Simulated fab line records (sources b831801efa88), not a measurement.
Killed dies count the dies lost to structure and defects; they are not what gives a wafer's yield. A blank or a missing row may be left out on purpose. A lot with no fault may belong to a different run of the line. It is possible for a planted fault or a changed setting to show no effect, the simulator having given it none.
Which tool did it?    flow sky130    6 lots, 18 wafers sampled, at 3 steps of a route of 708

WHAT THE GAUGES READ, wafer by wafer
SKY_LDD_P_TW_MEAS_11.
lot   measured      on             LDD_P_TW
L712  day 20 10:39  film-metro-03  637 632 638
L715  day 21 12:49  film-metro-03  636 633 630
L721  day 23 23:13  film-metro-03  581 584 583
L723  day 24 11:24  film-metro-02  644 644 641
L727  day 25 19:00  film-metro-03  627 628 627
L729  day 26 10:43  film-metro-02  637 636 637

WHICH TOOL RAN EACH LOT (tool, then ch and the chambers of the sampled wafers, then the start)
lot   SKY_POLY_GATE_STRIP_18                SKY_LDD_P_IMPLANT_09
L712  plasma-asher-02 ch 0,1, day 17 18:24  implanter-01 ch 0, day 20 10:24
L715  plasma-asher-03 ch 0,1, day 18 18:06  implanter-04 ch 0, day 21 12:36
L721  plasma-asher-02 ch 0,1, day 21 08:22  implanter-01 ch 0, day 23 23:00
L723  plasma-asher-03 ch 0,1, day 21 19:46  implanter-02 ch 0, day 24 11:09
L727  plasma-asher-03 ch 0,1, day 23 04:28  implanter-04 ch 0, day 25 18:45
L729  plasma-asher-02 ch 0,1, day 23 22:23  implanter-02 ch 0, day 26 10:30
- SKY_POLY_GATE_STRIP_18: strips in O2/N2.
- SKY_LDD_P_IMPLANT_09

THE ANSWER, worked out from the rows above alone
Rule: the usual values come from the lots themselves. The widest of any qualifying gaps counts: lots, ordered by their means at a reading, are off when they make up no more than a third of the lots, leave a main group of 4 or more, and stand apart from it by 3 or more times the standard deviation of that group's means. Not used: any main group whose means are identical at the precision the tables above print for the reading. Also off: a lot with no number at a reading for which 4 or more lots have one. Any other lot the step has rows for is counted as sound.
Off: at SKY_LDD_P_TW_MEAS_11 (LDD_P_TW), L721. Main group: mean 635, sd 5.1.
If a tool, at a process step before that reading, ran all the lots that are off and no sound lot after the first of them, it fits. Gauges at SKY_LDD_P_TW_MEAS_11: tried the same way as those tools. One candidate fits, namely implanter-01 at SKY_LDD_P_IMPLANT_09. A fault onset in the window from L712 (day 20 10:24, its last sound lot) to L721 (day 23 23:00, its first lot off) fits.

WHAT HAD BEEN PUT IN BY THE SIMULATOR
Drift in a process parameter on implanter-01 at SKY_LDD_P_IMPLANT_09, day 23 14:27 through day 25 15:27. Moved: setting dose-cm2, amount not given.
Lots struck among those shown: L721. This agrees with what the rule above found.
